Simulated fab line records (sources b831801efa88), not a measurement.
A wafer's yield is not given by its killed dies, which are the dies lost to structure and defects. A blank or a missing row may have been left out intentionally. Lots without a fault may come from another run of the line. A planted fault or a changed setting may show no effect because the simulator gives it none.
A lot that was struck, set against a sound lot -- flow sky130 -- 14 steps out of a route of 708
Sound: the wafers L273.1, L273.3, L273.6. Wafers L279.1, L279.2, L279.5 were the ones struck. The cause comes at the end.
Order at every step that has rows: each side's tool, ch and its chambers, its first start. Under that, the readings that differ: sound wafers -- struck wafers -- difference of the means -- sigmas: that difference in standard deviations of wafers without a fault.
alike: words and numbers the same on both sides, and readings whose means are apart by under 2 such deviations; not compared: readings that were withheld, readings missing a value for some wafer, numbers with overlapping values and no deviation given by the record, and bounds like >300 which may hide the same value.
A row with sigmas, a row that says differs or no value, or rows on one side alone: a step with any of these is where the two part. When numbers do not overlap yet have no deviation, they are printed without sigmas and do not part them. A reading missing from all wafers of one side parts the sides only when that side holds two or more wafers.

first, 5 steps without rows for these wafers: SKY_SD_N_COAT_02 (resist thk 1140 nm); SKY_SD_N_SOFTBAKE_03 (time 60 s); SKY_SD_N_EXPOSE_04 (exposes mask NSDM, target cd 380 nm); SKY_SD_N_PEB_05; SKY_SD_N_DEVELOP_06 (develop time 60 s).
SKY_SD_N_CD_MEAS_07: target cd 380 nm.
  struck on cd sem-01, day 32 17:32; sound on cd sem-02, day 31 12:53
  alike: cd nm
SKY_SD_N_OVL_MEAS_08:
  struck on overlay-01, day 32 17:39; sound on overlay-02, day 31 13:00
  alike: SD_N_OVL
then, 2 steps without rows for these wafers: SKY_SD_N_IMPLANT_09; SKY_SD_N_IMPLANT_10.
SKY_SD_N_STRIP_11: strips in O2/N2.
  sound on plasma asher-01 ch 0,1, day 31 13:20; struck on plasma asher-01 ch 0,1, day 32 17:59
  alike: drypump motor current A, n2 flow sccm, oes product au, strip time to endpoint s
  not compared: rf hours counter h
SKY_SD_N_TW_MEAS_12:
  struck on film metro-04, day 32 18:05; sound on film metro-02, day 31 13:26
  alike: SD_N_TW
then, 1 step without rows for these wafers: SKY_SD_N_CLEAN_13 (cleans in SC1/SC2, time 150 s).
SKY_SD_N_RTA_14: time 2 s.
  sound on rtp anneal-02 ch 0, day 31 13:33; struck on rtp anneal-01 ch 0, day 32 18:12
reading,sound,struck,difference,sigmas
ramp down c per s,90.001 90.015 90.029,35.997 35.994 36.001,-54.018,-99 or more
  alike: lamp power pct, wafer_temp_C_max
-- the record jumps here: 17 days lie between the struck wafers' starts before and after (it left off in module SD_N and takes up again in module PAD_OPEN, whose first step shown is number 708 of the route) --
SKY_PAD_OPEN_PROBE_99:
  struck on prober-02, day 49 07:34; sound on prober-01, day 48 11:13
reading,sound,struck,difference,sigmas
model.etest.res xhigh po.line ohm um,5685 5646 5534,5133 5075 5223,-478,
model.etest.res xhigh po.rs ohm sq,2025 1978 1961,1799 1795 1774,-199,
model.etest.res high po.line ohm um,728 737.2 733.5,704 721.5 723.8,-16,
model.etest.licon high po.rc ohm,354.9 364.4 359.9,336.1 322 329.1,-30.7,
model.etest.res high po.rs ohm sq,261 261.7 256,251.2 252.6 246.9,-9.3,
model.etest.pfet_01v8.drive ua um,177 184.3 184.8,207.7 206.7 214.6,+27.6,
  alike: killed_at_M0_to_M3, killed_at_M4_up, killed at contacts, killed at front end, killed at other, killed dies, killed open, killed short
  not compared: model.etest.res pdiff.line ohm um, model.etest.licon pdiff.rc ohm

## WHERE THEY PART
Only at SKY_SD_N_RTA_14, as far as this record shows. Later steps at which nothing parts them and some readings are alike: SKY_PAD_OPEN_PROBE_99.

WHY: what had been put in by the simulator
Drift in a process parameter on rtp anneal-01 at SKY_SD_N_RTA_14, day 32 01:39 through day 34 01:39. A move of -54 in setting ramp down c per s, from 90. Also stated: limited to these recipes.
